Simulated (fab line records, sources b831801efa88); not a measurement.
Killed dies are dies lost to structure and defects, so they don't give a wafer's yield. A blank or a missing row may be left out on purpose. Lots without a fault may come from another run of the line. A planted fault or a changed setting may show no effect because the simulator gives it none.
Chamber matching | flow gf180mcu | GF_V3_CVD_02 on pecvd-04: 3 sister chambers
The step deposits SiO2 from TEOS, target thk 850 nm, time 94.851 s. 3 wafers are shown with their chamber, then 7 later ones without.

WAFERS WITH THEIR CHAMBER
wafer  | chamber | heater_power_w (W)
L088.2 | 2       | 615
L088.6 | 1       | 742
L092.5 | 0       | 702

WAFERS WITHOUT THEIR CHAMBER
wafer  | heater_power_w (W)
L092.6 | 802
L095.2 | 776
L095.4 | 658
L095.5 | 687
L097.2 | 708
L097.5 | 692
L097.6 | 729

WHICH CHAMBER EACH WENT THROUGH
wafer  | from the rows above          | in truth
L092.6 | can't be placed: 1 or 0      | 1
L095.2 | can't be placed: 1 or 0      | 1
L095.4 | can't be placed: 2 or 0 or 1 | 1
L095.5 | can't be placed: 0 or 1 or 2 | 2
L097.2 | can't be placed: 0 or 1      | 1
L097.5 | can't be placed: 0 or 1      | 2
L097.6 | can't be placed: 1 or 0      | 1
Placed correctly: 0 of 7. Can't be placed from these rows: 7 (the true chamber is among the candidates in 6). Placed wrongly: 0.
How it was worked out, from the rows above alone: a wafer's distance from a chamber is the root of the sum, over the readings, of the square of ((its reading less the chamber's mean) divided by the reading's scatter). The wafer belongs to the nearest chamber; if the next one is less than 2 further off, it can't be placed. A chamber's mean is the mean of its shown wafers. The scatter: with one shown wafer a chamber, the root of the mean of the squares of how far each hidden wafer lies from its nearest shown one.
